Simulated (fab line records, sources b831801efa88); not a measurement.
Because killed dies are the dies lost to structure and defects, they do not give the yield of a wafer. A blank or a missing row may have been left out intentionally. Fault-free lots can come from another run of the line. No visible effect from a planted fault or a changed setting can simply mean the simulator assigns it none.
Which tool is to blame? ; flow gf180mcu ; 13 lots, 39 wafers sampled, at 3 steps of a route of 602

## WHAT THE GAUGES READ, wafer by wafer
GF_M3_OVL_MEAS_15. Usual: M3_OVL gives 3 nm (standard deviation 5.4).
lot;measured;on;M3_OVL (nm);flag
L224;day 21 06:41;overlay-02;8 2 8;
L225;day 21 18:32;overlay-01;-1 -3 -2;
L226;day 22 02:20;overlay-01;-1 4 -7;
L229;day 23 06:29;overlay-02;4 2 -3;
L230;day 23 10:53;overlay-01;3 6 -5;
L231;day 23 20:11;overlay-02;4 2 -1;
L236;day 25 20:59;overlay-01;9 -3 -4;
L237;day 26 00:23;overlay-01;-6 -2 -7;
L238;day 26 06:59;overlay-02;5 2 3;
L239;day 26 12:50;overlay-02;2 4 2;
L241;day 27 00:08;overlay-02;1 3 -2;
L245;day 28 08:20;overlay-01;1 -5 -2;
L246;day 28 12:56;overlay-02;5 10 5;

## WHICH TOOL RAN EACH LOT (tool, then ch and the chambers of the sampled wafers, then the start)
lot;GF_M2_SPUTTER_01;GF_M2_SPUTTER_03
L224;pvd_sputter-04, day 18 03:11;pvd_sputter-04, day 18 03:15
L225;pvd_sputter-01, day 18 15:19;pvd_sputter-01, day 18 15:23
L226;pvd_sputter-02, day 18 23:38;pvd_sputter-02, day 18 23:41
L229;pvd_sputter-01, day 20 05:10;pvd_sputter-01, day 20 05:14
L230;pvd_sputter-04, day 20 08:40;pvd_sputter-04, day 20 08:44
L231;pvd_sputter-01, day 20 18:12;pvd_sputter-01, day 20 18:16
L236;pvd_sputter-01, day 22 22:07;pvd_sputter-01, day 22 22:10
L237;pvd_sputter-04, day 23 02:36;pvd_sputter-04, day 23 02:40
L238;pvd_sputter-04, day 23 10:14;pvd_sputter-04, day 23 10:17
L239;pvd_sputter-04, day 23 15:58;pvd_sputter-04, day 23 16:02
L241;pvd_sputter-01, day 24 05:12;pvd_sputter-01, day 24 05:16
L245;pvd_sputter-04, day 25 17:03;pvd_sputter-04, day 25 17:07
L246;pvd_sputter-02, day 25 21:21;pvd_sputter-02, day 25 21:25
- GF_M2_SPUTTER_01: material TiN, target thk 30 nm, time 25 s.
- GF_M2_SPUTTER_03: material Ti, target thk 10 nm, time 6.7 s.

## WHAT THE TOOLS THEMSELVES READ (means of the sampled wafers that have a number; where no wafer has one, the mark that the record gives instead)
GF_M2_SPUTTER_01. Usual: 29.8 % for throttle_valve_pct, sd 0.85.
lot;tool;throttle_valve_pct (%);flag
L224;pvd_sputter-04;30.7;
L225;pvd_sputter-01;29.0;
L226;pvd_sputter-02;29.9;
L229;pvd_sputter-01;30.3;
L230;pvd_sputter-04;30.4;
L231;pvd_sputter-01;30.5;
L236;pvd_sputter-01;29.5;
L237;pvd_sputter-04;29.5;
L238;pvd_sputter-04;29.8;
L239;pvd_sputter-04;29.6;
L241;pvd_sputter-01;29.8;
L245;pvd_sputter-04;29.7;
L246;pvd_sputter-02;29.5;

GF_M2_SPUTTER_03. Usual: 29.8 % for throttle_valve_pct, sd 0.82.
lot;tool;throttle_valve_pct (%);flag
L224;pvd_sputter-04;30.8;
L225;pvd_sputter-01;28.8;
L226;pvd_sputter-02;29.9;
L229;pvd_sputter-01;30.2;
L230;pvd_sputter-04;30.5;
L231;pvd_sputter-01;30.4;
L236;pvd_sputter-01;29.5;
L237;pvd_sputter-04;29.5;
L238;pvd_sputter-04;29.8;
L239;pvd_sputter-04;29.6;
L241;pvd_sputter-01;29.9;
L245;pvd_sputter-04;29.5;
L246;pvd_sputter-02;29.4;

## THE ANSWER, worked out from the rows above alone
Rule: lot off if the mean of its wafers having a number is beyond 3 standard deviations from the usual mean. Also off: a lot with no number at a reading for which 4 or more lots have one. Where the step has rows for the other lots, those lots are counted as sound. The gauges are gone through in route order, then the tools' own readings, and for those a lot's mean is taken as printed above. The first step at which some lot is off is used, and at that step the reading that is off furthest; a lot without a number counts as furthest.
None of the lots is off at any reading shown; this tells nothing.

## WHAT THE SIMULATOR PUT IN
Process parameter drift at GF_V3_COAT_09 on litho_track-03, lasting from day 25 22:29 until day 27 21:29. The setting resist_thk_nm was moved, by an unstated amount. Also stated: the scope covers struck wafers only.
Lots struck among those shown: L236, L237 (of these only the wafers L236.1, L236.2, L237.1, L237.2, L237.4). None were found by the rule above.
